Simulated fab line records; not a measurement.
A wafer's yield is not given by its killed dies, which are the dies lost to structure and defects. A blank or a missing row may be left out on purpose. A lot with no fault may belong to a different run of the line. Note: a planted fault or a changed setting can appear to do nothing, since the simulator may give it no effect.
Struck lot and sound lot, side by side ; flow sky130 ; 16 out of 708 route steps
Sound: wafers L558.3, L558.5, L558.6. Struck: wafers L564.1, L564.2, L564.3. The cause comes at the end.
Per side, at each step with rows, come the tool, then ch with its chambers, and then its first start. Under that, the readings that differ: sound wafers ; struck wafers ; difference of the means ; sigmas: that difference in standard deviations of wafers without a fault.
alike: readings whose means differ by less than 2 such deviations, and words and numbers that are the same on both sides. not compared: withheld readings, readings that some wafer has no value for, bounds like >300 that may hide the same value, and numbers for which the record gives no deviation and whose values overlap.
Wherever a step has rows on one side only, a row that says differs or no value, or a row with sigmas, the two part there. When numbers do not overlap yet have no deviation, they are printed without sigmas and do not part them. Lack of a reading on every wafer of one side parts them only where that side has two or more wafers.

first, 1 step without rows for these wafers: SKY_RES_XHIGH_IMPLANT_07.
SKY_RES_XHIGH_STRIP_08: strips in O2/N2.
  sound on plasmaAsher-04 ch 0,1, day 27 23:48; struck on plasmaAsher-03 ch 0,1, day 29 15:52
  alike: drypumpMotorCurrentA, oesProductAu, stripTimeToEndpointS
  not compared: rfHoursCounterH
SKY_RES_XHIGH_TW_MEAS_09:
  sound on filmMetro-02 at day 27 23:53; struck on filmMetro-01 at day 29 15:58
  alike: RES_XHIGH_TW
then, 7 steps without rows for these wafers: SKY_SD_N_DEHYDRATE_00 (time 60 s); SKY_SD_N_HMDS_01 (prime time 60 s); SKY_SD_N_COAT_02 (resist thk 1140 nm); SKY_SD_N_SOFTBAKE_03 (time 60 s); SKY_SD_N_EXPOSE_04 (exposes mask NSDM, target cd 380 nm); SKY_SD_N_PEB_05; SKY_SD_N_DEVELOP_06 (develop time 60 s).
SKY_SD_N_CD_MEAS_07: target cd 380 nm.
  sound on cdSem-01 at day 29 04:10; struck on cdSem-02 at day 30 18:55
  alike: cdNm
SKY_SD_N_OVL_MEAS_08:
  sound on overlay-02 at day 29 04:16; struck on overlay-02 at day 30 19:02
  alike: SD_N_OVL
SKY_SD_N_IMPLANT_09:
  sound on implanter-01 ch 0, day 29 04:20; struck on implanter-01 ch 0, day 30 19:05
reading;sound;struck;difference;sigmas
implantIonAmu;75 75 75;49 49 49;-26;
model.implant.rpNm (nm);32.34 32.34 32.34;36.46 36.46 36.46;+4.12;
model.implant.drpNm (nm);14.11 14.11 14.11;18.55 18.55 18.55;+4.44;
  alike: doseIonsCm2
following that, these wafers have no rows for 1 step: SKY_SD_N_IMPLANT_10.
SKY_SD_N_STRIP_11: strips in O2/N2.
  sound on plasmaAsher-01 ch 0,1, day 29 04:37; struck on plasmaAsher-01 ch 0,1, day 30 19:23
reading;sound;struck;difference;sigmas
oesProductAu (a.u.);0.528 0.533 0.540;0.502 0.522 0.521;-0.019;-4
stripTimeToEndpointS (s);22.60 22.62 22.57;23.27 23.30 23.23;+0.67;+17
  alike: drypumpMotorCurrentA
  not compared: rfHoursCounterH
SKY_SD_N_TW_MEAS_12:
  sound on filmMetro-01 at day 29 04:43; struck on filmMetro-02 at day 30 19:43
reading;sound;struck;difference;sigmas
SD_N_TW;4050 4040 4016;3806 3808 3808;-228;-9
  not compared: hold

## WHERE THEY PART
At SKY_SD_N_STRIP_11 first; at SKY_SD_N_TW_MEAS_12 last (within this record only).

WHY: whatever the simulator had introduced
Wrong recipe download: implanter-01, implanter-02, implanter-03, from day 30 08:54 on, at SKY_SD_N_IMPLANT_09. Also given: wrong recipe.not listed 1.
